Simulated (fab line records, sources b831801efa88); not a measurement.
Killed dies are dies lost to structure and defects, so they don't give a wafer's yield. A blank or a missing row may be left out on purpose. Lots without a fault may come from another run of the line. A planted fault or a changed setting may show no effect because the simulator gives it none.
Chamber matching | flow sky130 | SKY_PASSIVATION_CVD_02 on pecvd-02: 3 sister chambers
The step deposits Si3N4, target thk 540 nm. 3 wafers are shown with their chamber, then 8 later ones without.

WAFERS WITH THEIR CHAMBER
wafer  | chamber | heater_power_w (W)
L089.5 | 0       | 520
L090.4 | 2       | 662
L093.3 | 1       | 601

WAFERS WITHOUT THEIR CHAMBER
wafer  | heater_power_w (W)
L093.4 | 425
L093.5 | 647
L094.1 | 672
L094.2 | 604
L094.3 | 480
L097.3 | 678
L097.4 | 520
L097.6 | 712

WHICH CHAMBER EACH WENT THROUGH
wafer  | from the rows above          | in truth
L093.4 | can't be placed: 0 or 1      | 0
L093.5 | can't be placed: 2 or 1      | 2
L094.1 | can't be placed: 2 or 1      | 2
L094.2 | can't be placed: 1 or 2 or 0 | 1
L094.3 | can't be placed: 0 or 1      | 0
L097.3 | can't be placed: 2 or 1      | 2
L097.4 | can't be placed: 0 or 1      | 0
L097.6 | can't be placed: 2 or 1      | 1
Placed correctly: 0 of 8. Can't be placed from these rows: 8 (the true chamber is among the candidates in 8). Placed wrongly: 0.
How it was worked out, from the rows above alone: a wafer's distance from a chamber is the root of the sum, over the readings, of the square of ((its reading less the chamber's mean) divided by the reading's scatter). The wafer belongs to the nearest chamber; if the next one is less than 2 further off, it can't be placed. A chamber's mean is the mean of its shown wafers. The scatter: with one shown wafer a chamber, the root of the mean of the squares of how far each hidden wafer lies from its nearest shown one.
